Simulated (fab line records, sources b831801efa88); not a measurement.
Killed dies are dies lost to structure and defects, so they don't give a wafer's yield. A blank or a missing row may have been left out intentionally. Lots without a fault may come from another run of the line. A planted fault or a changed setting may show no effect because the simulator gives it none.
A struck lot beside a sound one	flow sky130	17 out of 708 route steps
Sound: the wafers L876.4, L876.5, L876.6. The struck wafers were L881.1, L881.3, L881.4. Last of all comes the cause.
At each step with rows: each side's tool, then ch and its chambers, then its first start. Under that, the readings that differ: sound wafers	struck wafers	difference of the means	sigmas: that difference in standard deviations of wafers without a fault.
alike: readings with means less than 2 such deviations apart, plus words and numbers identical on both sides. not compared: withheld readings, readings lacking a value on some wafer, bounds such as >300 that could conceal the same value, and numbers that have no deviation in the record and whose values overlap.
Wherever a step has rows on one side only, a row that says differs or no value, or a row with sigmas, the two part there. Numbers that don't overlap but have no deviation are shown without sigmas and don't part them. Lack of a reading on every wafer of one side parts them only where that side has two or more wafers.

SKY_LDD_HVP_TW_MEAS_10:
  sound on filmMetro-03 at day 22 01:47; struck on filmMetro-04 at day 24 07:20
  alike: LDD_HVP_TW
then, 7 steps without rows for these wafers: SKY_LDD_LDN_DEHYDRATE_00 (time 60 s); SKY_LDD_LDN_HMDS_01 (prime time 60 s); SKY_LDD_LDN_COAT_02 (resist thk 1140 nm); SKY_LDD_LDN_SOFTBAKE_03 (time 60 s); SKY_LDD_LDN_EXPOSE_04 (exposes mask LDNTM, target cd 700 nm); SKY_LDD_LDN_PEB_05; SKY_LDD_LDN_DEVELOP_06 (develop time 60 s).
SKY_LDD_LDN_OVL_MEAS_07:
  sound on overlay-02 at day 23 07:14; struck on overlay-02 at day 25 12:23
  alike: LDD_LDN_OVL
then, 3 steps without rows for these wafers: SKY_LDD_LDN_IMPLANT_08; SKY_LDD_LDN_IMPLANT_09; SKY_LDD_LDN_IMPLANT_10.
SKY_LDD_LDN_IMPLANT_11:
  sound on implanter-01 ch 0, day 23 07:46; struck on implanter-03 ch 0, day 25 13:11
SKY_LDD_LDN_STRIP_12: strips in O2/N2.
  sound on plasmaAsher-02 ch 0,1, day 23 07:53; struck on plasmaAsher-04 ch 0,1, day 25 13:20
reading	sound	struck	difference	sigmas
stripTimeToEndpointS (s)	14.20 14.25 14.25	14.10 14.07 14.11	-0.14	-4
  alike: drypumpMotorCurrentA, oesProductAu
  not compared: rfHoursCounterH
SKY_LDD_LDN_TW_MEAS_13:
  sound on filmMetro-03 at day 23 07:59; struck on filmMetro-03 at day 25 13:33
reading	sound	struck	difference	sigmas
LDD_LDN_TW	1485 1481 1482	1587 1592 1585	+105	+8
then, 1 step without rows for these wafers: SKY_LDD_LDN_CLEAN_14 (cleans in SC1/SC2, time 150 s).
-- a jump in the record: the struck wafers' starts before and after are 22 days apart (it breaks off in module LDD_LDN and resumes in module PAD_OPEN, where the first step shown is number 708 of the route) --
SKY_PAD_OPEN_PROBE_99:
  sound on prober-01 at day 45 22:11; struck on prober-02 at day 47 11:58
reading	sound	struck	difference	sigmas
killedOpen	44 54 61	35 51 29	-15	-2
model.etest.tipSonos.rsOhmSq	2601 2637 2614	2400 2328 2438	-229	
  alike: killed_at_M0_to_M3, killed_at_M4_up, killedAtContacts, killedAtFrontEnd, killedAtOther, killedDies, killedShort

## WHERE THEY PART
First at SKY_LDD_LDN_STRIP_12; last, within this record, at SKY_PAD_OPEN_PROBE_99.

WHY: the cause the simulator had injected
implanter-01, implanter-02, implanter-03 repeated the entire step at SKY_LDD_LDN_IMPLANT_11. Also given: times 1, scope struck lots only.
